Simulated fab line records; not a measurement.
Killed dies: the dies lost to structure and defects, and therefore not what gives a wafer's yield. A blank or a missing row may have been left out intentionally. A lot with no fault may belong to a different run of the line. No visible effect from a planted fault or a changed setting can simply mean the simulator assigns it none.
Which tool is to blame? | flow gf180mcu | 45 wafers from 15 lots sampled at 4 of the route's 602 steps

== WHAT THE GAUGES SHOWED, per wafer ==
GF_M1_OVL_MEAS_15. Usual: for M1_OVL the level is 2 nm and the standard deviation is 5.3.
lot  | measured     | on         | M1_OVL (nm) | flag
L593 | day 17 03:38 | overlay-02 | 4 3 4       |
L595 | day 18 02:05 | overlay-01 | 4 5 4       |
L596 | day 18 14:35 | overlay-02 | 2 5 2       |
L597 | day 18 20:36 | overlay-01 | -3 -1 -8    |
L598 | day 19 12:45 | overlay-02 | -2 6 7      |
L599 | day 19 16:45 | overlay-02 | -4 -1 -8    |
L600 | day 20 14:33 | overlay-01 | -6 -8 -10   |
L601 | day 20 20:55 | overlay-02 | 2 0 -3      |
L602 | day 20 22:10 | overlay-02 | -1 -2 6     |
L610 | day 23 15:51 | overlay-01 | 7 10 3      |
L612 | day 24 08:34 | overlay-02 | -6 -10 -8   |
L613 | day 24 15:42 | overlay-02 | 6 7 9       |
L614 | day 25 03:33 | overlay-02 | -1 0 -1     |
L615 | day 25 05:30 | overlay-02 | 2 3 2       |
L616 | day 25 11:29 | overlay-01 | -1 4 0      |

GF_M2_OVL_MEAS_15. Usual: for M2_OVL the level is -5 nm and the standard deviation is 5.
lot  | measured     | on         | M2_OVL (nm) | flag
L593 | day 19 08:57 | overlay-01 | -2 -3 -2    |
L595 | day 20 06:07 | overlay-02 | -5 -9 -10   |
L596 | day 20 18:24 | overlay-02 | 0 -7 -8     |
L597 | day 21 01:09 | overlay-01 | -3 -2 -1    |
L598 | day 21 16:48 | overlay-02 | -3 -4 -8    |
L599 | day 21 19:29 | overlay-02 | -10 -15 -7  |
L600 | day 22 17:47 | overlay-01 | -4 3 -5     |
L601 | day 22 23:31 | overlay-01 | 4 -2 4      |
L602 | day 23 01:21 | overlay-02 | -1 -1 1     |
L610 | day 25 15:33 | overlay-02 | -9 -4 -8    |
L612 | day 26 06:16 | overlay-02 | -9 -8 -11   |
L613 | day 26 13:43 | overlay-02 | -9 -8 -13   |
L614 | day 27 00:35 | overlay-02 | -8 -10 -9   |
L615 | day 27 02:54 | overlay-01 | -10 -3 -4   |
L616 | day 27 08:33 | overlay-02 | -4 -7 -6    |

== EACH LOT AND THE TOOL THAT RAN IT (in order: tool; ch and the chambers of the sampled wafers; start) ==
lot  | GF_MVSD_DEVELOP_06                | GF_V1_CVD_23
L593 | litho-track-04 ch 0, day 4 09:00  | cvd-w-01 ch 0,1, day 18 07:11
L595 | litho-track-04 ch 0, day 4 21:00  | cvd-w-01 ch 0,1, day 19 04:18
L596 | litho-track-04 ch 0, day 5 03:00  | cvd-w-01 ch 0,1, day 19 17:35
L597 | litho-track-02 ch 0, day 5 10:00  | cvd-w-01 ch 0,1, day 19 23:41
L598 | litho-track-04 ch 0, day 5 15:00  | cvd-w-01 ch 0,1, day 20 15:46
L599 | litho-track-02 ch 0, day 5 20:00  | cvd-w-01 ch 0,1, day 20 18:41
L600 | litho-track-04, day 6 08:00       | cvd-w-02 ch 0, day 21 16:56
L601 | litho-track-02, day 6 13:00       | cvd-w-01 ch 0,1, day 21 23:11
L602 | litho-track-03, day 6 16:00       | cvd-w-01 ch 0,1, day 22 00:32
L610 | litho-track-03 ch 0, day 8 15:00  | cvd-w-02 ch 0,1, day 24 17:01
L612 | litho-track-04 ch 0, day 9 02:00  | cvd-w-01 ch 0,1, day 25 08:38
L613 | litho-track-04 ch 0, day 9 08:00  | cvd-w-02 ch 0,1, day 25 16:01
L614 | litho-track-04 ch 0, day 9 13:00  | cvd-w-01 ch 0,1, day 26 03:14
L615 | litho-track-02 ch 0, day 9 21:00  | cvd-w-02 ch 0,1, day 26 05:15
L616 | litho-track-02 ch 0, day 10 02:00 | cvd-w-02 ch 0, day 26 11:15
- GF_MVSD_DEVELOP_06: develop time 60 s.
- GF_V1_CVD_23: deposits W, target thk 350 nm, time 105.05 s.

== AS READ BY THE TOOLS THEMSELVES (means over the sampled wafers that have a number; for cases with no such wafer, the mark the record gives instead) ==
GF_MVSD_DEVELOP_06. Usual: chill-plate-temp-C 22.99 C, standard deviation 0.11; exhaust-pa 45.1 Pa, standard deviation 0.96.
lot  | tool           | chill-plate-temp-C (C) | exhaust-pa (Pa) | flag
L593 | litho-track-04 | 22.95                  | 44.9            |
L595 | litho-track-04 | 23.03                  | 44.0            |
L596 | litho-track-04 | 22.94                  | 44.4            |
L597 | litho-track-02 | 23.20                  | 44.9            |
L598 | litho-track-04 | 22.96                  | 45.2            |
L599 | litho-track-02 | 22.79                  | 45.6            |
L600 | litho-track-04 | -                      | -               | OFF
L601 | litho-track-02 | -                      | -               | OFF
L602 | litho-track-03 | -                      | -               | OFF
L610 | litho-track-03 | 23.03                  | 44.2            |
L612 | litho-track-04 | 22.99                  | 45.9            |
L613 | litho-track-04 | 22.94                  | 44.4            |
L614 | litho-track-04 | 22.92                  | 45.3            |
L615 | litho-track-02 | 23.15                  | 45.6            |
L616 | litho-track-02 | 23.09                  | 44.1            |

GF_V1_CVD_23. Usual: heater-power-w reads 861 W (standard deviation 76).
lot  | tool     | heater-power-w (W) | flag
L593 | cvd-w-01 | 843                |
L595 | cvd-w-01 | 833                |
L596 | cvd-w-01 | 842                |
L597 | cvd-w-01 | 825                |
L598 | cvd-w-01 | 849                |
L599 | cvd-w-01 | 845                |
L600 | cvd-w-02 | 833                |
L601 | cvd-w-01 | 833                |
L602 | cvd-w-01 | 845                |
L610 | cvd-w-02 | 903                |
L612 | cvd-w-01 | 844                |
L613 | cvd-w-02 | 968                |
L614 | cvd-w-01 | 848                |
L615 | cvd-w-02 | 915                |
L616 | cvd-w-02 | 829                |

== THE ANSWER, worked out from the rows above alone ==
Rule: take the mean of a lot's wafers that have a number; if it is more than 3 standard deviations from the usual mean, the lot is off. Also off: a lot with no number at a reading for which 4 or more lots have one. The other lots that the step has rows for count as sound. Order of review: gauges by route order, followed by the tools' own readings, for which a lot's mean as printed above is used. At the first step where some lot is off, the reading lying furthest off is the one used; lots without a number count as furthest.
Off, at GF_MVSD_DEVELOP_06 on chill-plate-temp-C: L600, L601, L602. Without a number there: L600, L601, L602.
If a tool, at that step or one of the process steps before it, ran each lot that is off and ran no sound lot following the first of them, it fits. No candidate that was tried fits.

== WHAT THE SIMULATOR HAD PUT IN ==
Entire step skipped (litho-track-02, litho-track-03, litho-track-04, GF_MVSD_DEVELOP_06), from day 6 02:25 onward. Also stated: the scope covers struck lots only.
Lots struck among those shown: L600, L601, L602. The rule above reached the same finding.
